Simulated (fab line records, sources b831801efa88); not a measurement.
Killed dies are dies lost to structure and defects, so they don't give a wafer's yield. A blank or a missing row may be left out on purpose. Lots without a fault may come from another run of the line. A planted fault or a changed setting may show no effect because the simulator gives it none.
fab line records | flow sky130
record lots=5 wafers=15 last_day=50
route steps=708 shown NWELL@73 PWDE@84 VT_ADJUST_HVTP@85 VT_ADJUST_LVTN@97
lots that met no fault: from a run of the same line without faults
start_h: hours from the record's first day to the start of the lot's first wafer shown | wait_h: hours since the lot's step before | " the same as in the row above | L1.1+2: a row that stands for several wafers | - no value, or no start given | * or withheld: withheld | < > ~ a bound
route shown NAME@n: a module of which the file shows steps, and the number in the route of the first | usual: mean/standard deviation of fault-free wafers | same: alike in all rows | chamber/n: place in a boat | sites: the reading at each site | _std_site: their standard deviation | _edge_site: outer sites' mean less inner sites' | radius_mm: how far each site lies from the wafer's centre | mask NAME#n: copy n | behind: the tool/chamber that last shaped the wafer | hold: why the lot was held/for how many hours/how that ended | device: the transistor (n, p or np) that didn't switch | end of line: the same wafers' tests at the end of the route | a step without rows: its recipe alone | killed: dies lost to structure and defects at the first sort, not the wafer's yield | map: a wafer's dies, x killed, . not, _ none there
set.NAME: the setting as run; set.NAME@STEP: as run at that earlier step | model.NAME: the simulator's own value behind a step, which no gauge read
lots at some steps of the route; a table a step, a row a wafer
services: from which hour (start_h, from the record's first day; less than 0 if before it) a tool's chamber was out of use, for how many hours, and why
## steps
# step SKY_NWELL_EXPOSE_20
# recipe mask_id=NWM_COMPLEMENT na=0.6 source_shape=conventional sigma_outer=0.6 polarization=unpolarized target_cd_nm=840 dose_mj=260
# columns lot.wafer tool chamber start_h wait_h mask
L077.1+2+5 iline_stepper-02 0 - - NWM_COMPLEMENT#0
L085.3+4+5 iline_stepper-02 0 - - NWM_COMPLEMENT#0
L093.1+4+6 iline_stepper-01 0 - - NWM_COMPLEMENT#0
L094.3+4+5 iline_stepper-02 0 - - NWM_COMPLEMENT#0
L097.1+5+6 iline_stepper-01 0 - - NWM_COMPLEMENT#0
# step SKY_NWELL_PEB_21
# recipe temp_c=115 time_s=withheld
# columns lot.wafer tool chamber start_h wait_h
L077.1+2+5 litho_track-02 0 - -
L085.3+4+5 litho_track-03 0 - -
L093.1+4+6 litho_track-01 0 - -
L094.3+4+5 litho_track-01 0 - -
L097.1+5+6 litho_track-02 0 - -
# step SKY_NWELL_DEVELOP_22
# recipe wall_angle_deg=90 developer=TMAH develop_time_s=60 dev_temp_c=23
# columns lot.wafer tool chamber start_h wait_h
L077.1+2+5 litho_track-02 0 - -
L085.3+4+5 litho_track-03 0 - -
L093.1+4+6 litho_track-01 0 - -
L094.3+4+5 litho_track-01 0 - -
L097.1+5+6 litho_track-02 0 - -
# step SKY_NWELL_OVL_MEAS_23
# usual NWELL_01_OVL=0.7/1.3
# columns lot.wafer tool chamber start_h wait_h NWELL_01_OVL[nm]
L077.1 overlay-02 - 118.08 - 0.5
L077.2 " - " " 1.6
L077.5 " - " " 2.6
L085.3 overlay-01 - 173.85 - 3.1
L085.4 " - " " 3.1
L085.5 " - " " 1.1
L093.1 overlay-01 - 219.44 - -0.3
L093.4 " - " " -0.9
L093.6 " - " " -1.3
L094.3 overlay-01 - 228.90 - 2.7
L094.4 " - " " 4.3
L094.5 " - " " 3.4
L097.1 overlay-02 - 244.58 - -1.2
L097.5 " - " " 1.6
L097.6 " - " " 1.6
# step SKY_NWELL_IMPLANT_24
# recipe species=B energy_kev=140 dose_cm2=9.2e+12 tilt_deg=withheld
# usual beam_energy_keV=140.00/0.043 beam_on_s=9.99/0.2
# columns lot.wafer tool chamber start_h wait_h beam_energy_keV beam_on_s
L077.1 implanter-02 0 118.12 0.0 140.06 10.03
L077.2 " 0 " " 140.01 9.95
L077.5 " 0 " " 140.03 9.93
L085.3 implanter-02 0 173.92 0.1 140.04 10.09
L085.4 " 0 " " 139.99 9.77
L085.5 " 0 " " 139.98 10.34
L093.1 implanter-02 0 219.48 0.0 140.05 9.86
L093.4 " 0 " " 139.99 10.18
L093.6 " 0 " " 140.02 9.50
L094.3 implanter-02 0 228.97 0.1 140.00 9.99
L094.4 " 0 " " 139.98 9.99
L094.5 " 0 " " 139.99 9.79
L097.1 implanter-01 0 245.74 1.2 139.95 10.00
L097.5 " 0 " " 139.92 10.23
L097.6 " 0 " " 139.94 9.98
# step SKY_NWELL_STRIP_25
# recipe chemistry=O2/N2 power_w=1400 pressure_mtorr=1500 platen_temp_c=withheld o2_flow_sccm=3000 n2_flow_sccm=300 overash_fraction=0.5
# usual drypump_motor_current_A=5.6/0.39 o2_flow_sccm=2999/8.8 oes_product_au=0.722/0.0045 strip_time_to_endpoint_s=36.96/0.096
# columns lot.wafer tool chamber start_h wait_h drypump_motor_current_A o2_flow_sccm oes_product_au rf_hours_counter_h strip_time_to_endpoint_s
L077.1 plasma_asher-03 1 118.27 0.1 5.5 3005 0.725 45 36.93
L077.2 " 0 " " 5.8 3003 0.721 45 36.76
L077.5 " 0 " " 5.8 2996 0.723 - 36.94
L085.3 plasma_asher-02 0 174.05 0.1 5.1 2995 0.728 - 37.17
L085.4 " 1 " " 5.9 3001 0.715 - 37.15
L085.5 " 1 " " 5.9 3001 0.723 - 37.13
L093.1 plasma_asher-02 0 219.63 0.1 5.1 2991 0.721 40 36.84
L093.4 " 1 " " 5.9 3000 0.721 - 37.03
L093.6 " 0 " " 5.1 3011 0.722 - 37.04
L094.3 plasma_asher-01 1 229.11 0.1 6.2 2994 0.713 - 36.85
L094.4 " 0 " " 5.2 2996 0.722 - 36.90
L094.5 " 0 " " 5.2 2998 0.721 - 36.92
L097.1 plasma_asher-03 1 245.89 0.1 5.5 3001 0.726 57 36.97
L097.5 " 0 " " 5.8 3010 0.724 - 36.88
L097.6 " 1 " " 5.4 2998 0.730 - 36.98
# step SKY_NWELL_TW_MEAS_26
# usual NWELL_2_TW=499/7
# columns lot.wafer tool chamber start_h wait_h NWELL_2_TW
L077.1 film_metro-03 - 118.37 0.1 507
L077.2 " - " " 504
L077.5 " - " " 505
L085.3 film_metro-03 - 174.14 0.1 506
L085.4 " - " " 503
L085.5 " - " " 503
L093.1 film_metro-03 - 219.73 0.1 508
L093.4 " - " " 508
L093.6 " - " " 508
L094.3 film_metro-03 - 229.19 0.1 503
L094.4 " - " " 503
L094.5 " - " " 507
L097.1 film_metro-03 - 245.99 0.1 502
L097.5 " - " " 503
L097.6 " - " " 505
# step SKY_NWELL_CLEAN_27
# recipe chemistry=SC1/SC2 mix=1:4:20 temp_c=70 time_s=150 dry=n2_spin
# usual bath_heat_duty_pct=13.3/1.2
# columns lot.wafer tool chamber start_h wait_h bath_heat_duty_pct
L077.1 wet_bench-04 1 118.43 0.1 10.6
L077.2 " 1 " " 11.2
L077.5 " 1 " " 11.8
L085.3 wet_bench-01 2 174.18 0.0 13.0
L085.4 " 2 " " 12.8
L085.5 " 2 " " 11.8
L093.1 wet_bench-01 1 219.79 0.1 10.7
L093.4 " 1 " " 11.6
L093.6 " 1 " " 10.8
L094.3 wet_bench-04 2 229.23 0.0 13.9
L094.4 " 2 " " 12.3
L094.5 " 2 " " 12.7
L097.1 wet_bench-03 2 246.05 0.1 13.7
L097.5 " 2 " " 13.5
L097.6 " 2 " " 13.6
# step SKY_NWELL_RTA_28
# recipe temp_c=1050 time_s=30 idle_temp_c=650 ramp_up_c_per_s=150 ramp_down_c_per_s=90 ambient=N2
# usual lamp_power_pct=25.31/0.058 ramp_up_c_per_s=150.00/0.028 wafer_temp_C_max=1054.8/0.94
# columns lot.wafer tool chamber start_h wait_h lamp_power_pct ramp_up_c_per_s wafer_temp_C_max
L077.1 rtp_anneal-01 0 118.48 0.0 25.34 150.03 1055.9
L077.2 " 0 " " 25.35 149.99 1056.2
L077.5 " 0 " " 25.25 149.95 1053.9
L085.3 rtp_anneal-01 0 174.26 0.0 25.23 149.95 1054.8
L085.4 " 0 " " 25.31 150.03 1054.8
L085.5 " 0 " " 25.37 149.99 1053.6
L093.1 rtp_anneal-02 0 219.84 0.0 25.27 149.97 1055.1
L093.4 " 0 " " 25.29 150.02 1055.3
L093.6 " 0 " " 25.21 150.06 1053.8
L094.3 rtp_anneal-01 0 229.32 0.0 25.31 150.08 1054.1
L094.4 " 0 " " 25.27 150.01 1055.0
L094.5 " 0 " " 25.27 150.00 1056.4
L097.1 rtp_anneal-01 0 246.11 0.0 25.29 149.96 1054.0
L097.5 " 0 " " 25.29 150.00 1056.0
L097.6 " 0 " " 25.35 150.02 1054.7
# step SKY_NWELL_RS_MEAS_29
# recipe thk_meas_gauge=four-point-probe
# usual NWELL_RS=624.8/1.9
# columns lot.wafer tool chamber start_h wait_h NWELL_RS[ohm/sq]
L077.1 film_metro-02 - 118.58 0.1 628.6
L077.2 " - " " 627.8
L077.5 " - " " 628.0
L085.3 film_metro-02 - 174.37 0.1 623.5
L085.4 " - " " 624.7
L085.5 " - " " 627.4
L093.1 film_metro-02 - 219.94 0.1 627.7
L093.4 " - " " 626.1
L093.6 " - " " 625.8
L094.3 film_metro-04 - 229.42 0.1 623.3
L094.4 " - " " 624.1
L094.5 " - " " 622.0
L097.1 film_metro-04 - 246.21 0.1 626.5
L097.5 " - " " 625.4
L097.6 " - " " 626.5
# step SKY_NWELL_RS_MEAS_31
# recipe thk_meas_gauge=four-point-probe
# usual PWDE_RS=5279/19
# columns lot.wafer tool chamber start_h wait_h PWDE_RS[ohm/sq]
L077.1 film_metro-02 - 118.82 0.1 5291
L077.2 " - " " 5285
L077.5 " - " " 5303
L085.3 film_metro-02 - 174.61 0.1 5291
L085.4 " - " " 5298
L085.5 " - " " 5317
L093.1 film_metro-02 - 220.18 0.1 5268
L093.4 " - " " 5292
L093.6 " - " " 5268
L094.3 film_metro-04 - 229.66 0.1 5253
L094.4 " - " " 5248
L094.5 " - " " 5257
L097.1 film_metro-04 - 246.45 0.1 5256
L097.5 " - " " 5243
L097.6 " - " " 5257
# step SKY_VT_ADJUST_HVTP_DEHYDRATE_00
# recipe temp_c=200 time_s=60
# columns lot.wafer tool chamber start_h wait_h
L077.1+2+5 litho_track-02 0 127.58 8.7
L085.3+4+5 litho_track-04 0 184.49 9.9
L093.1+4+6 litho_track-02 0 230.18 10.0
L094.3+4+5 litho_track-01 0 240.79 11.1
L097.1+5+6 litho_track-01 0 255.79 9.3
# step SKY_VT_ADJUST_HVTP_HMDS_01
# recipe prime_time_s=60 prime_temp_c=120
# same prime_time_s=60
# columns lot.wafer tool chamber start_h wait_h
L077.1+2+5 litho_track-02 0 127.73 0.1
L085.3+4+5 litho_track-04 0 184.64 0.1
L093.1+4+6 litho_track-02 0 230.33 0.1
L094.3+4+5 litho_track-01 0 240.94 0.1
L097.1+5+6 litho_track-01 0 255.94 0.1
# step SKY_VT_ADJUST_HVTP_COAT_02
# recipe resist=NOVOLAK spin_rpm=3000 resist_thk_nm=1140
# usual dispense_pressure_kPa=51/3.7
# columns lot.wafer tool chamber start_h wait_h dispense_pressure_kPa
L077.1 litho_track-02 0 127.88 0.1 45
L077.2 " 0 " " 45
L077.5 " 0 " " 45
L085.3 litho_track-04 0 184.79 0.1 54
L085.4 " 0 " " 54
L085.5 " 0 " " 54
L093.1 litho_track-02 0 230.48 0.1 45
L093.4 " 0 " " 45
L093.6 " 0 " " 45
L094.3 litho_track-01 0 241.09 0.1 52
L094.4 " 0 " " 52
L094.5 " 0 " " 52
L097.1 litho_track-01 0 256.09 0.1 52
L097.5 " 0 " " 52
L097.6 " 0 " " 52
# step SKY_VT_ADJUST_HVTP_SOFTBAKE_03
# recipe temp_c=89.04 time_s=60 resist=NOVOLAK
# columns lot.wafer tool chamber start_h wait_h
L077.1+2+5 litho_track-02 0 128.03 0.1
L085.3+4+5 litho_track-04 0 184.94 0.1
L093.1+4+6 litho_track-02 0 230.63 0.1
L094.3+4+5 litho_track-01 0 241.24 0.1
L097.1+5+6 litho_track-01 0 256.24 0.1
# step SKY_VT_ADJUST_HVTP_EXPOSE_04
# recipe mask_id=HVTPM na=0.6 source_shape=conventional sigma_outer=0.6 polarization=unpolarized target_cd_nm=380 dose_mj=140
# columns lot.wafer tool chamber start_h wait_h mask
L077.1+2+5 iline_stepper-01 0 - - HVTPM#0
L085.3+4+5 iline_stepper-01 0 - - HVTPM#0
L093.1+4+6 iline_stepper-01 0 - - HVTPM#0
L094.3+4+5 iline_stepper-02 0 - - HVTPM#0
L097.1+5+6 iline_stepper-02 0 - - HVTPM#0
# step SKY_VT_ADJUST_HVTP_PEB_05
# recipe temp_c=withheld time_s=* resist=NOVOLAK
# columns lot.wafer tool chamber start_h wait_h
L077.1+2+5 litho_track-04 0 - -
L085.3+4+5 litho_track-02 0 - -
L093.1+4+6 litho_track-01 0 - -
L094.3+4+5 litho_track-02 0 - -
L097.1+5+6 litho_track-01 0 - -
# step SKY_VT_ADJUST_HVTP_DEVELOP_06
# recipe resist=NOVOLAK developer=TMAH develop_time_s=60 dev_temp_c=23
# columns lot.wafer tool chamber start_h wait_h
L077.1+2+5 litho_track-04 0 137.14 0.1
L085.3+4+5 litho_track-02 0 196.18 0.1
L093.1+4+6 litho_track-01 0 241.84 0.1
L094.3+4+5 litho_track-02 0 252.38 0.1
L097.1+5+6 litho_track-01 0 267.14 0.1
# step SKY_VT_ADJUST_HVTP_CD_MEAS_07
# recipe target_cd_nm=380
# usual cd_nm=380.8/2.2
# columns lot.wafer tool chamber start_h wait_h cd_nm
L077.1 cd_sem-02 - 137.29 0.1 379.9
L077.2 " - " " 381.8
L077.5 " - " " 382.5
L085.3 cd_sem-02 - 196.32 0.1 384.1
L085.4 " - " " 382.7
L085.5 " - " " 380.9
L093.1 cd_sem-02 - 241.99 0.1 379.4
L093.4 " - " " 381.6
L093.6 " - " " 379.8
L094.3 cd_sem-01 - 252.52 0.1 381.4
L094.4 " - " " 380.8
L094.5 " - " " 383.5
L097.1 cd_sem-01 - 267.29 0.1 381.4
L097.5 " - " " 382.6
L097.6 " - " " 381.0
# step SKY_VT_ADJUST_HVTP_OVL_MEAS_08
# usual VT_ADJUST_HVTP_OVL=0.9/1.1
# columns lot.wafer tool chamber start_h wait_h VT_ADJUST_HVTP_OVL[nm]
L077.1 overlay-01 - 137.41 0.1 2.7
L077.2 " - " " 2.1
L077.5 " - " " 1.9
L085.3 overlay-02 - 196.42 0.1 0.0
L085.4 " - " " 1.9
L085.5 " - " " -0.8
L093.1 overlay-02 - 242.11 0.1 0.0
L093.4 " - " " 1.0
L093.6 " - " " 1.9
L094.3 overlay-02 - 252.62 0.1 1.3
L094.4 " - " " 1.0
L094.5 " - " " 1.9
L097.1 overlay-02 - 267.41 0.1 0.2
L097.5 " - " " -0.9
L097.6 " - " " 0.0
# step SKY_VT_ADJUST_HVTP_IMPLANT_09
# recipe species=As energy_kev=150 dose_cm2=4.3e+12 tilt_deg=withheld
# usual beam_energy_keV=150.00/0.053 beam_on_s=10.01/0.21
# columns lot.wafer tool chamber start_h wait_h beam_energy_keV beam_on_s
L077.1 implanter-02 0 137.44 0.0 150.10 10.10
L077.2 " 0 " " 150.02 9.99
L077.5 " 0 " " 150.08 10.22
L085.3 implanter-03 0 196.49 0.1 149.92 10.07
L085.4 " 0 " " 149.91 9.86
L085.5 " 0 " " 149.94 10.16
L093.1 implanter-04 0 242.14 0.0 149.98 9.85
L093.4 " 0 " " 150.04 10.11
L093.6 " 0 " " 150.01 10.11
L094.3 implanter-03 0 252.69 0.1 150.05 10.12
L094.4 " 0 " " 150.00 9.96
L094.5 " 0 " " 150.05 9.90
L097.1 implanter-02 0 267.47 0.1 150.01 10.15
L097.5 " 0 " " 150.01 10.13
L097.6 " 0 " " 149.99 10.01
# step SKY_VT_ADJUST_HVTP_STRIP_10
# recipe chemistry=O2/N2 power_w=1400 pressure_mtorr=1500 platen_temp_c=withheld o2_flow_sccm=3000 n2_flow_sccm=300 overash_fraction=0.5
# usual drypump_motor_current_A=5.6/0.59 o2_flow_sccm=2998/8.9 oes_product_au=0.716/0.0045 strip_time_to_endpoint_s=14.21/0.033
# columns lot.wafer tool chamber start_h wait_h drypump_motor_current_A o2_flow_sccm oes_product_au rf_hours_counter_h strip_time_to_endpoint_s
L077.1 plasma_asher-03 1 137.59 0.1 5.4 3009 0.714 47 14.19
L077.2 " 0 " " 5.8 3002 0.715 47 14.22
L077.5 " 0 " " 5.8 3003 0.717 - 14.21
L085.3 plasma_asher-02 0 196.62 0.1 5.1 3006 0.718 - 14.16
L085.4 " 1 " " 5.9 2996 0.714 - 14.11
L085.5 " 0 " " 5.1 2997 0.718 - 14.22
L093.1 plasma_asher-03 0 242.29 0.1 5.8 3004 0.717 57 14.17
L093.4 " 0 " " 5.8 2990 0.717 - 14.17
L093.6 " 1 " " 5.4 2989 0.719 - 14.19
L094.3 plasma_asher-04 1 252.82 0.1 4.7 2990 0.713 - 14.22
L094.4 " 0 " " 6.7 3006 0.715 - 14.24
L094.5 " 0 " " 6.7 3004 0.719 - 14.23
L097.1 plasma_asher-03 0 267.62 0.1 5.8 2992 0.712 59 14.19
L097.5 " 1 " " 5.4 3000 0.705 - 14.22
L097.6 " 0 " " 5.8 3003 0.706 - 14.21
# step SKY_VT_ADJUST_HVTP_TW_MEAS_11
# usual VT_ADJUST_HVTP_TW=1345/7.9
# columns lot.wafer tool chamber start_h wait_h VT_ADJUST_HVTP_TW
L077.1 film_metro-01 - 137.69 0.1 1359
L077.2 " - " " 1356
L077.5 " - " " 1355
L085.3 film_metro-04 - 196.71 0.1 1338
L085.4 " - " " 1339
L085.5 " - " " 1338
L093.1 film_metro-01 - 242.39 0.1 1342
L093.4 " - " " 1348
L093.6 " - " " 1342
L094.3 film_metro-01 - 252.91 0.1 1344
L094.4 " - " " 1346
L094.5 " - " " 1343
L097.1 film_metro-01 - 267.72 0.1 1356
L097.5 " - " " 1358
L097.6 " - " " 1347
# step SKY_VT_ADJUST_LVTN_DEHYDRATE_00
# recipe temp_c=200 time_s=60
# columns lot.wafer tool chamber start_h wait_h
L077.1+2+5 litho_track-02 0 146.63 8.9
L085.3+4+5 litho_track-04 0 206.39 9.7
L093.1+4+6 litho_track-02 0 252.78 10.4
L094.3+4+5 litho_track-04 0 264.43 11.5
L097.1+5+6 litho_track-02 0 278.43 10.7
# step SKY_VT_ADJUST_LVTN_HMDS_01
# recipe prime_time_s=60 prime_temp_c=120
# same prime_time_s=60
# columns lot.wafer tool chamber start_h wait_h
L077.1+2+5 litho_track-02 0 146.78 0.1
L085.3+4+5 litho_track-04 0 206.54 0.1
L093.1+4+6 litho_track-02 0 252.93 0.1
L094.3+4+5 litho_track-04 0 264.58 0.1
L097.1+5+6 litho_track-02 0 278.58 0.1
# step SKY_VT_ADJUST_LVTN_COAT_02
# recipe spin_rpm=2000 resist_thk_nm=3000
# usual dispense_pressure_kPa=50/4.2
# columns lot.wafer tool chamber start_h wait_h dispense_pressure_kPa
L077.1 litho_track-02 0 146.93 0.1 45
L077.2 " 0 " " 45
L077.5 " 0 " " 45
L085.3 litho_track-04 0 206.69 0.1 54
L085.4 " 0 " " 54
L085.5 " 0 " " 54
L093.1 litho_track-02 0 253.08 0.1 45
L093.4 " 0 " " 45
L093.6 " 0 " " 45
L094.3 litho_track-04 0 264.73 0.1 54
L094.4 " 0 " " 54
L094.5 " 0 " " 54
L097.1 litho_track-02 0 278.73 0.1 45
L097.5 " 0 " " 45
L097.6 " 0 " " 45
# step SKY_VT_ADJUST_LVTN_SOFTBAKE_03
# recipe temp_c=110 time_s=withheld
# columns lot.wafer tool chamber start_h wait_h
L077.1+2+5 litho_track-02 0 147.08 0.1
L085.3+4+5 litho_track-04 0 206.85 0.1
L093.1+4+6 litho_track-02 0 253.23 0.1
L094.3+4+5 litho_track-04 0 264.90 0.1
L097.1+5+6 litho_track-02 0 278.88 0.1
# step SKY_VT_ADJUST_LVTN_EXPOSE_04
# recipe mask_id=NWM_COMPLEMENT_LESS_NATIVE na=0.6 source_shape=conventional sigma_outer=0.6 polarization=unpolarized target_cd_nm=840 dose_mj=194
# columns lot.wafer tool chamber start_h wait_h mask
L077.1+2+5 iline_stepper-02 0 - - NWM_COMPLEMENT_LESS_NATIVE#0
L085.3+4+5 iline_stepper-01 0 - - NWM_COMPLEMENT_LESS_NATIVE#0
L093.1+4+6 iline_stepper-02 0 - - NWM_COMPLEMENT_LESS_NATIVE#0
L094.3+4+5 iline_stepper-02 0 - - NWM_COMPLEMENT_LESS_NATIVE#0
L097.1+5+6 iline_stepper-01 0 - - NWM_COMPLEMENT_LESS_NATIVE#0
# step SKY_VT_ADJUST_LVTN_PEB_05
# recipe temp_c=115 time_s=withheld
# columns lot.wafer tool chamber start_h wait_h
L077.1+2+5 litho_track-03 0 - -
L085.3+4+5 litho_track-02 0 - -
L093.1+4+6 litho_track-02 0 - -
L094.3+4+5 litho_track-04 0 - -
L097.1+5+6 litho_track-03 0 - -
# step SKY_VT_ADJUST_LVTN_DEVELOP_06
# recipe wall_angle_deg=90 developer=TMAH develop_time_s=60 dev_temp_c=23
# columns lot.wafer tool chamber start_h wait_h
L077.1+2+5 litho_track-03 0 - -
L085.3+4+5 litho_track-02 0 - -
L093.1+4+6 litho_track-02 0 - -
L094.3+4+5 litho_track-04 0 - -
L097.1+5+6 litho_track-03 0 - -
# step SKY_VT_ADJUST_LVTN_OVL_MEAS_07
# usual VT_ADJUST_LVTN_OVL=0.6/1.5
# columns lot.wafer tool chamber start_h wait_h VT_ADJUST_LVTN_OVL[nm]
L077.1 overlay-01 - 157.18 - -1.4
L077.2 " - " " -1.1
L077.5 " - " " 0.5
L085.3 overlay-01 - 218.05 - 0.2
L085.4 " - " " 0.2
L085.5 " - " " -1.2
L093.1 overlay-01 - 265.33 - -0.3
L093.4 " - " " -0.5
L093.6 " - " " 0.5
L094.3 overlay-02 - 275.95 - 1.8
L094.4 " - " " 1.3
L094.5 " - " " 0.4
L097.1 overlay-01 - 291.73 - 0.5
L097.5 " - " " -0.4
L097.6 " - " " -0.3
# step SKY_VT_ADJUST_LVTN_IMPLANT_08
# recipe species=B energy_kev=30 dose_cm2=1.57e+12 tilt_deg=withheld
# usual beam_energy_keV=29.997/0.0091 beam_on_s=10.01/0.22
# columns lot.wafer tool chamber start_h wait_h beam_energy_keV beam_on_s
L077.1 implanter-03 0 157.22 0.0 29.997 9.95
L077.2 " 0 " " 30.001 10.16
L077.5 " 0 " " 30.001 9.95
L085.3 implanter-03 0 218.12 0.1 29.991 10.31
L085.4 " 0 " " 29.999 9.99
L085.5 " 0 " " 29.989 9.71
L093.1 implanter-01 0 265.37 0.0 29.995 9.74
L093.4 " 0 " " 29.997 10.29
L093.6 " 0 " " 29.993 9.68
L094.3 implanter-01 0 276.02 0.1 29.990 9.85
L094.4 " 0 " " 30.009 10.09
L094.5 " 0 " " 29.996 10.42
L097.1 implanter-03 0 291.77 0.0 29.973 10.26
L097.5 " 0 " " 29.991 9.91
L097.6 " 0 " " 29.984 10.39
# step SKY_VT_ADJUST_LVTN_STRIP_09
# recipe chemistry=O2/N2 power_w=1400 pressure_mtorr=1500 platen_temp_c=withheld o2_flow_sccm=2917 n2_flow_sccm=300 overash_fraction=0.5
# usual drypump_motor_current_A=5.7/0.68 o2_flow_sccm=2917/9 oes_product_au=0.721/0.0048 strip_time_to_endpoint_s=37.00/0.095
# columns lot.wafer tool chamber start_h wait_h drypump_motor_current_A o2_flow_sccm oes_product_au rf_hours_counter_h strip_time_to_endpoint_s
L077.1 plasma_asher-03 0 157.37 0.1 5.8 2919 0.715 48 36.91
L077.2 " 1 " " 5.5 2912 0.726 48 36.85
L077.5 " 0 " " 5.8 2915 0.718 - 36.91
L085.3 plasma_asher-04 0 218.25 0.1 6.7 2917 0.727 - 37.09
L085.4 " 1 " " 4.7 2913 0.729 - 37.02
L085.5 " 0 " " 6.7 2911 0.720 - 37.09
L093.1 plasma_asher-03 0 265.52 0.1 5.8 2914 0.723 59 37.02
L093.4 " 1 " " 5.5 2915 0.735 - 36.99
L093.6 " 1 " " 5.4 2912 0.725 - 36.91
L094.3 plasma_asher-03 0 276.15 0.1 5.8 2935 0.725 - 37.02
L094.4 " 1 " " 5.5 2901 0.722 - 36.96
L094.5 " 0 " " 5.8 2915 0.722 - 36.85
L097.1 plasma_asher-03 1 291.92 0.1 5.5 2922 0.722 62 37.09
L097.5 " 1 " " 5.5 2908 0.722 - 37.11
L097.6 " 0 " " 5.8 2918 0.725 - 37.03
# step SKY_VT_ADJUST_LVTN_TW_MEAS_10
# usual VT_ADJUST_LVTN_TW=240.3/2
# columns lot.wafer tool chamber start_h wait_h VT_ADJUST_LVTN_TW
L077.1 film_metro-01 - 157.47 0.1 239.6
L077.2 " - " " 240.6
L077.5 " - " " 240.6
L085.3 film_metro-01 - 218.34 0.1 239.6
L085.4 " - " " 240.8
L085.5 " - " " 239.6
L093.1 film_metro-01 - 265.62 0.1 241.4
L093.4 " - " " 239.5
L093.6 " - " " 241.2
L094.3 film_metro-04 - 276.24 0.1 238.7
L094.4 " - " " 240.8
L094.5 " - " " 239.4
L097.1 film_metro-01 - 292.02 0.1 240.7
L097.5 " - " " 240.6
L097.6 " - " " 241.1
# step SKY_VT_ADJUST_LVTN_DEHYDRATE_11
# recipe temp_c=200 time_s=60
# columns lot.wafer tool chamber start_h wait_h
L077.1+2+5 litho_track-03 0 166.23 8.8
L085.3+4+5 litho_track-03 0 228.68 10.3
L093.1+4+6 litho_track-04 0 275.93 10.3
L094.3+4+5 litho_track-03 0 288.38 12.1
L097.1+5+6 litho_track-04 0 303.98 12.0
# step SKY_VT_ADJUST_LVTN_HMDS_12
# recipe prime_time_s=60 prime_temp_c=120
# same prime_time_s=60
# columns lot.wafer tool chamber start_h wait_h
L077.1+2+5 litho_track-03 0 166.38 0.1
L085.3+4+5 litho_track-03 0 228.83 0.1
L093.1+4+6 litho_track-04 0 276.08 0.1
L094.3+4+5 litho_track-03 0 288.53 0.1
L097.1+5+6 litho_track-04 0 304.13 0.1
# step SKY_VT_ADJUST_LVTN_COAT_13
# recipe resist=NOVOLAK spin_rpm=3000 resist_thk_nm=1140
# usual dispense_pressure_kPa=50/3.8
# columns lot.wafer tool chamber start_h wait_h dispense_pressure_kPa
L077.1 litho_track-03 0 166.53 0.1 47
L077.2 " 0 " " 47
L077.5 " 0 " " 47
L085.3 litho_track-03 0 228.98 0.1 47
L085.4 " 0 " " 47
L085.5 " 0 " " 47
L093.1 litho_track-04 0 276.23 0.1 54
L093.4 " 0 " " 54
L093.6 " 0 " " 55
L094.3 litho_track-03 0 288.68 0.1 47
L094.4 " 0 " " 47
L094.5 " 0 " " 47
L097.1 litho_track-04 0 304.28 0.1 55
L097.5 " 0 " " 54
L097.6 " 0 " " 55
# step SKY_VT_ADJUST_LVTN_SOFTBAKE_14
# recipe temp_c=90 time_s=60 resist=NOVOLAK
# columns lot.wafer tool chamber start_h wait_h
L077.1+2+5 litho_track-03 0 166.68 0.1
L085.3+4+5 litho_track-03 0 229.13 0.1
L093.1+4+6 litho_track-04 0 276.38 0.1
L094.3+4+5 litho_track-03 0 288.83 0.1
L097.1+5+6 litho_track-04 0 304.43 0.1
# step SKY_VT_ADJUST_LVTN_EXPOSE_15
# recipe mask_id=HVN_STD_DERIVED na=0.6 source_shape=conventional sigma_outer=0.6 polarization=unpolarized target_cd_nm=600 dose_mj=163
# columns lot.wafer tool chamber start_h wait_h mask
L077.1+2+5 iline_stepper-01 0 - - HVN_STD_DERIVED#0
L085.3+4+5 iline_stepper-02 0 - - HVN_STD_DERIVED#0
L093.1+4+6 iline_stepper-01 0 - - HVN_STD_DERIVED#0
L094.3+4+5 iline_stepper-01 0 - - HVN_STD_DERIVED#0
L097.1+5+6 iline_stepper-02 0 - - HVN_STD_DERIVED#0
# step SKY_VT_ADJUST_LVTN_PEB_16
# recipe temp_c=withheld time_s=* resist=NOVOLAK
# columns lot.wafer tool chamber start_h wait_h
L077.1+2+5 litho_track-02 0 - -
L085.3+4+5 litho_track-02 0 - -
L093.1+4+6 litho_track-02 0 - -
L094.3+4+5 litho_track-03 0 - -
L097.1+5+6 litho_track-04 0 - -
# step SKY_VT_ADJUST_LVTN_DEVELOP_17
# recipe resist=NOVOLAK developer=TMAH develop_time_s=60 dev_temp_c=23
# columns lot.wafer tool chamber start_h wait_h
L077.1+2+5 litho_track-02 0 176.63 0.1
L085.3+4+5 litho_track-02 0 240.53 0.1
L093.1+4+6 litho_track-02 0 288.63 0.1
L094.3+4+5 litho_track-03 0 301.18 0.1
L097.1+5+6 litho_track-04 0 317.23 0.1
# step SKY_VT_ADJUST_LVTN_OVL_MEAS_18
# usual VT_ADJUST_LVTN_01_OVL=1.6/1.5
# columns lot.wafer tool chamber start_h wait_h VT_ADJUST_LVTN_01_OVL[nm]
L077.1 overlay-02 - 176.78 0.1 2.1
L077.2 " - " " 2.5
L077.5 " - " " -0.3
L085.3 overlay-01 - 240.65 0.1 2.0
L085.4 " - " " 1.0
L085.5 " - " " 1.4
L093.1 overlay-01 - 288.78 0.1 0.2
L093.4 " - " " 0.6
L093.6 " - " " -0.5
L094.3 overlay-02 - 301.29 0.1 2.4
L094.4 " - " " 3.1
L094.5 " - " " 1.8
L097.1 overlay-01 - 317.38 0.1 -1.5
L097.5 " - " " -1.0
L097.6 " - " " -0.4
## services
# columns tool chamber start_h hours kind
implanter-02 - 92.35 0.8 repair
implanter-01 - 110.96 0.5 repair
implanter-01 - 145.92 0.5 repair
wet_bench-04 - 145.95 1.4 repair
plasma_asher-02 - 155.22 0.9 repair
plasma_asher-04 - 162.00 14.6 pm
iline_stepper-01 - 171.55 4.4 pm
implanter-03 - 173.05 1.2 repair
implanter-03 - 179.59 3.1 repair
iline_stepper-02 - 183.94 7.2 repair
plasma_asher-03 - 202.00 6.6 repair
implanter-03 - 207.11 2.7 repair
implanter-02 - 213.04 2.7 repair
iline_stepper-02 - 230.49 1.4 repair
plasma_asher-02 - 235.80 7.0 repair
iline_stepper-01 - 238.10 1.7 pm
implanter-03 - 241.31 4.7 pm
implanter-02 - 244.52 3.6 repair
implanter-02 - 246.99 5.2 repair
implanter-03 - 259.16 6.5 repair
implanter-03 - 265.71 14.4 pm
rtp_anneal-01 - 267.86 6.7 pm
plasma_asher-03 - 285.45 2.8 pm
implanter-03 - 314.48 3.9 pm
## key
fault none
